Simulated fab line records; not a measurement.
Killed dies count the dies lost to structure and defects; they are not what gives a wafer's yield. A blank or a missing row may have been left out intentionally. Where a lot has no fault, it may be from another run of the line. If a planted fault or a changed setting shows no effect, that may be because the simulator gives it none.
What tool caused it?	flow sky130	36 wafers from 12 lots sampled at 5 of the route's 708 steps

== WHAT THE GAUGES SHOWED, per wafer ==
SKY_VT_ADJUST_HVTR_TW_MEAS_11.
lot	measured	on	VT_ADJUST_HVTR_TW
L540	day 9 06:28	film-metro-02	211.1 211.1 211.7
L545	day 10 17:28	film-metro-04	215.3 215.9 215.3
L546	day 10 22:25	film-metro-02	213.0 213.4 212.4
L547	day 11 06:03	film-metro-04	214.1 213.9 215.3
L549	day 11 23:29	film-metro-02	211.7 212.9 211.9
L551	day 12 07:08	film-metro-02	212.9 213.7 212.0
L552	day 12 16:40	film-metro-01	212.7 213.4 213.3
L558	day 14 08:47	film-metro-01	212.2 211.7 212.4
L560	day 15 05:05	film-metro-04	215.4 215.5 215.6
L561	day 15 09:55	film-metro-02	212.7 212.0 212.3
L562	day 15 17:09	film-metro-04	216.6 215.7 215.8
L563	day 15 21:32	film-metro-01	211.8 212.4 212.3

SKY_VT_ADJUST_PCH_TW_MEAS_10.
lot	measured	on	VT_ADJUST_PCH_TW
L540	day 10 03:01	film-metro-02	144.4 144.2 143.9
L545	day 11 16:18	film-metro-04	145.9 144.2 145.7
L546	day 11 21:13	film-metro-03	143.0 143.2 142.3
L547	day 12 05:11	film-metro-03	143.9 142.7 143.9
L549	day 12 22:35	film-metro-03	116.8 117.6 117.4
L551	day 13 07:22	film-metro-04	119.0 119.1 118.9
L552	day 13 16:33	film-metro-04	118.5 118.8 118.4
L558	day 15 10:46	film-metro-04	145.4 146.0 145.1
L560	day 16 08:14	film-metro-02	144.4 144.8 143.7
L561	day 16 14:29	film-metro-04	145.5 145.5 145.8
L562	day 16 21:21	film-metro-02	144.5 144.4 143.5
L563	day 17 01:59	film-metro-04	145.1 145.1 145.0

SKY_SONOS_TUNNEL_TW_MEAS_12.
lot	measured	on	SONOS_TUNNEL_TW
L540	day 11 00:40	film-metro-04	200.9 200.8 200.3
L545	day 12 15:51	film-metro-04	200.8 200.0 199.5
L546	day 12 20:58	film-metro-03	198.2 197.8 198.2
L547	day 13 05:38	film-metro-04	199.2 199.0 199.1
L549	day 13 23:23	film-metro-01	197.3 197.6 197.3
L551	day 14 08:49	film-metro-04	200.0 200.5 200.5
L552	day 14 17:40	film-metro-03	198.2 197.8 197.8
L558	day 16 14:46	film-metro-04	200.4 201.9 200.9
L560	day 17 12:29	film-metro-03	196.8 197.8 198.4
L561	day 17 19:16	film-metro-01	199.6 199.2 199.3
L562	day 18 02:39	film-metro-04	201.1 200.4 201.0
L563	day 18 08:08	film-metro-03	199.5 197.9 198.4

== TOOL THAT RAN EACH LOT (tool first, then ch and the chambers of the sampled wafers, then the start) ==
lot	SKY_VT_ADJUST_LVTN_STRIP_20	SKY_VT_ADJUST_PCH_IMPLANT_08
L540	plasma-asher-02 ch 0,1, day 7 15:04	implanter-03 ch 0, day 10 02:48
L545	plasma-asher-03 ch 0,1, day 8 23:25	implanter-03 ch 0, day 11 16:03
L546	plasma-asher-02 ch 0,1, day 9 04:43	implanter-02 ch 0, day 11 20:58
L547	plasma-asher-02 ch 0,1, day 9 10:22	implanter-02 ch 0, day 12 04:58
L549	plasma-asher-03 ch 0,1, day 10 03:28	implanter-02 ch 0, day 12 22:20
L551	plasma-asher-02 ch 1, day 10 10:05	implanter-02 ch 0, day 13 07:07
L552	plasma-asher-03 ch 0,1, day 10 18:25	implanter-02 ch 0, day 13 16:18
L558	plasma-asher-04 ch 0,1, day 12 07:49	implanter-01 ch 0, day 15 10:31
L560	plasma-asher-02 ch 0,1, day 13 02:31	implanter-02 ch 0, day 16 08:01
L561	plasma-asher-03 ch 0,1, day 13 07:04	implanter-03 ch 0, day 16 14:14
L562	plasma-asher-02 ch 0,1, day 13 13:35	implanter-03 ch 0, day 16 21:06
L563	plasma-asher-03 ch 0,1, day 13 17:07	implanter-01 ch 0, day 17 01:46
- SKY_VT_ADJUST_LVTN_STRIP_20: strips in O2/N2.
- SKY_VT_ADJUST_PCH_IMPLANT_08

== WHAT THE TOOLS THEMSELVES READ (means of the sampled wafers that have a number; where no wafer has one, the mark that the record gives instead) ==
SKY_VT_ADJUST_LVTN_STRIP_20.
lot	tool	drypump-motor-current-A (A)	oes-product-au (a.u.)	strip-time-to-endpoint-s (s)
L540	plasma-asher-02	5.9	0.713	14.19
L545	plasma-asher-03	5.7	0.713	14.20
L546	plasma-asher-02	5.9	0.716	14.22
L547	plasma-asher-02	5.9	0.712	14.23
L549	plasma-asher-03	5.7	0.717	14.15
L551	plasma-asher-02	5.5	0.719	14.18
L552	plasma-asher-03	5.8	0.713	14.12
L558	plasma-asher-04	5.8	0.710	14.15
L560	plasma-asher-02	5.7	0.714	14.17
L561	plasma-asher-03	5.8	0.713	14.13
L562	plasma-asher-02	5.7	0.714	14.27
L563	plasma-asher-03	5.7	0.719	14.15

SKY_VT_ADJUST_PCH_IMPLANT_08.
lot	tool	dose-ions-cm2	faraday-current-uA
L540	implanter-03	5e+11	2.80
L545	implanter-03	5e+11	2.82
L546	implanter-02	5e+11	2.89
L547	implanter-02	5e+11	2.81
L549	implanter-02	2e+11	1.26
L551	implanter-02	2e+11	1.26
L552	implanter-02	2e+11	1.29
L558	implanter-01	5e+11	2.79
L560	implanter-02	5e+11	2.85
L561	implanter-03	5e+11	2.77
L562	implanter-03	5e+11	2.88
L563	implanter-01	5e+11	2.83

== THE ANSWER, worked out from the rows above alone ==
Rule: what is usual is taken from the lots themselves. The widest of any qualifying gaps counts: lots, ordered by their means at a reading, are off when they make up no more than a third of the lots, leave a main group of 4 or more, and stand apart from it by 3 or more times the standard deviation of that group's means. Not used: any main group whose means are identical at the precision the tables above print for the reading. A lot without any number at a reading at which 4 lots or more have one is off too. Where the step has rows for the other lots, those lots are counted as sound. First the gauges in route order, then the tools' own readings, where a lot's mean is used as printed above. At the first step where some lot is off, the reading lying furthest off is the one used; lots without a number count as furthest.
Off: L549, L551, L552, seen at SKY_VT_ADJUST_PCH_TW_MEAS_10 (VT_ADJUST_PCH_TW). Main group: mean 144.5, sd 0.89.
A tool fits if, at a process step before that reading, it ran every lot that is off, and no sound lot after the first of them. Not tried: the gauges at SKY_VT_ADJUST_PCH_TW_MEAS_10; whatever is off there is also off at SKY_VT_ADJUST_PCH_IMPLANT_08, on other tools, and gauge error can't account for it. No candidate that was tried fits.

== WHAT HAD BEEN PUT IN BY THE SIMULATOR ==
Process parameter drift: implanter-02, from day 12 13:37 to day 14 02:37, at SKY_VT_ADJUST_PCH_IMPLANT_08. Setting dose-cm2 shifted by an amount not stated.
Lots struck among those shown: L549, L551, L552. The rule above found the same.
